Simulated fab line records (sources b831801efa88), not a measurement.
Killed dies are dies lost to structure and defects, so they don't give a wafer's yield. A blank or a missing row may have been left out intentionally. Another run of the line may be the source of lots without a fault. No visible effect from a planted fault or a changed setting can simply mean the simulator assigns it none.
What tool caused it? / flow sky130 / 12 lots, 36 wafers sampled, at 2 steps of a route of 708

== WHAT THE GAUGES READ, wafer by wafer ==
SKY_VIA1_CD_MEAS_12: the cd target is 150 nm. Usual: cd-nm at 150.1 nm, with a standard deviation of 1.8.
lot=L856; measured=day 35 07:05; on=cd-sem-02; cd-nm (nm)=147.0 149.5 148.8; flag=
lot=L857; measured=day 35 09:02; on=cd-sem-02; cd-nm (nm)=150.1 149.9 150.3; flag=
lot=L859; measured=day 36 06:01; on=cd-sem-02; cd-nm (nm)=150.8 150.3 149.6; flag=
lot=L861; measured=day 36 09:19; on=cd-sem-02; cd-nm (nm)=151.3 150.2 152.6; flag=
lot=L862; measured=day 36 23:52; on=cd-sem-02; cd-nm (nm)=151.0 150.2 152.1; flag=
lot=L863; measured=day 37 05:16; on=cd-sem-02; cd-nm (nm)=154.1 153.3 154.0; flag=
lot=L864; measured=day 37 08:49; on=cd-sem-02; cd-nm (nm)=151.4 150.9 152.4; flag=
lot=L865; measured=day 37 23:09; on=cd-sem-01; cd-nm (nm)=151.7 150.8 151.1; flag=
lot=L871; measured=day 39 12:08; on=cd-sem-02; cd-nm (nm)=153.3 153.2 152.4; flag=
lot=L872; measured=day 39 23:46; on=cd-sem-01; cd-nm (nm)=146.0 146.7 147.2; flag=
lot=L876; measured=day 40 18:34; on=cd-sem-01; cd-nm (nm)=147.9 150.4 148.9; flag=
lot=L877; measured=day 40 22:10; on=cd-sem-01; cd-nm (nm)=150.2 150.3 149.9; flag=

== TOOL THAT RAN EACH LOT (tool first, then ch and the chambers of the sampled wafers, then the start) ==
lot=L856; SKY_METAL1_SPUTTER_04=pvd-sputter-02, day 32 23:55
lot=L857; SKY_METAL1_SPUTTER_04=pvd-sputter-03, day 33 02:28
lot=L859; SKY_METAL1_SPUTTER_04=pvd-sputter-02, day 33 23:27
lot=L861; SKY_METAL1_SPUTTER_04=pvd-sputter-01, day 34 03:23
lot=L862; SKY_METAL1_SPUTTER_04=pvd-sputter-01, day 34 18:42
lot=L863; SKY_METAL1_SPUTTER_04=pvd-sputter-03, day 34 23:59
lot=L864; SKY_METAL1_SPUTTER_04=pvd-sputter-03, day 35 02:28
lot=L865; SKY_METAL1_SPUTTER_04=pvd-sputter-01, day 35 18:23
lot=L871; SKY_METAL1_SPUTTER_04=pvd-sputter-02, day 37 07:05
lot=L872; SKY_METAL1_SPUTTER_04=pvd-sputter-03, day 37 19:31
lot=L876; SKY_METAL1_SPUTTER_04=pvd-sputter-03, day 38 15:50
lot=L877; SKY_METAL1_SPUTTER_04=pvd-sputter-02, day 38 18:41
- SKY_METAL1_SPUTTER_04: material TiN, target thk 70 nm, time 58.3 s.

== AS READ BY THE TOOLS THEMSELVES (means over the sampled wafers that have a number; for cases with no such wafer, the mark the record gives instead) ==
SKY_METAL1_SPUTTER_04. Usual: chamber-pressure-pa 0.4000 Pa, standard deviation 0.0008; throttle-valve-pct 29.8 %, standard deviation 1.1.
lot=L856; tool=pvd-sputter-02; chamber-pressure-pa (Pa)=0.4006; throttle-valve-pct (%)=29.7; flag=
lot=L857; tool=pvd-sputter-03; chamber-pressure-pa (Pa)=0.3993; throttle-valve-pct (%)=29.6; flag=
lot=L859; tool=pvd-sputter-02; chamber-pressure-pa (Pa)=0.4004; throttle-valve-pct (%)=30.0; flag=
lot=L861; tool=pvd-sputter-01; chamber-pressure-pa (Pa)=0.4006; throttle-valve-pct (%)=30.1; flag=
lot=L862; tool=pvd-sputter-01; chamber-pressure-pa (Pa)=0.4005; throttle-valve-pct (%)=30.1; flag=
lot=L863; tool=pvd-sputter-03; chamber-pressure-pa (Pa)=0.4001; throttle-valve-pct (%)=29.7; flag=
lot=L864; tool=pvd-sputter-03; chamber-pressure-pa (Pa)=0.4005; throttle-valve-pct (%)=29.5; flag=
lot=L865; tool=pvd-sputter-01; chamber-pressure-pa (Pa)=0.4002; throttle-valve-pct (%)=30.0; flag=
lot=L871; tool=pvd-sputter-02; chamber-pressure-pa (Pa)=0.4004; throttle-valve-pct (%)=30.2; flag=
lot=L872; tool=pvd-sputter-03; chamber-pressure-pa (Pa)=0.4003; throttle-valve-pct (%)=30.2; flag=
lot=L876; tool=pvd-sputter-03; chamber-pressure-pa (Pa)=0.4002; throttle-valve-pct (%)=29.6; flag=
lot=L877; tool=pvd-sputter-02; chamber-pressure-pa (Pa)=0.4000; throttle-valve-pct (%)=29.9; flag=

== THE ANSWER, worked out from the rows above alone ==
Rule: take the mean of a lot's wafers that have a number; if it is more than 3 standard deviations from the usual mean, the lot is off. Also off: a lot with no number at a reading for which 4 or more lots have one. The other lots that the step has rows for count as sound. After the gauges, taken in route order, come the tools' own readings; for these a lot's mean is taken, as printed above. The first step at which some lot is off is used, and at that step the reading that is off furthest; a lot without a number counts as furthest.
Across all readings shown, no lot is off: no conclusion can be drawn from this.

== WHAT HAD BEEN PUT IN BY THE SIMULATOR ==
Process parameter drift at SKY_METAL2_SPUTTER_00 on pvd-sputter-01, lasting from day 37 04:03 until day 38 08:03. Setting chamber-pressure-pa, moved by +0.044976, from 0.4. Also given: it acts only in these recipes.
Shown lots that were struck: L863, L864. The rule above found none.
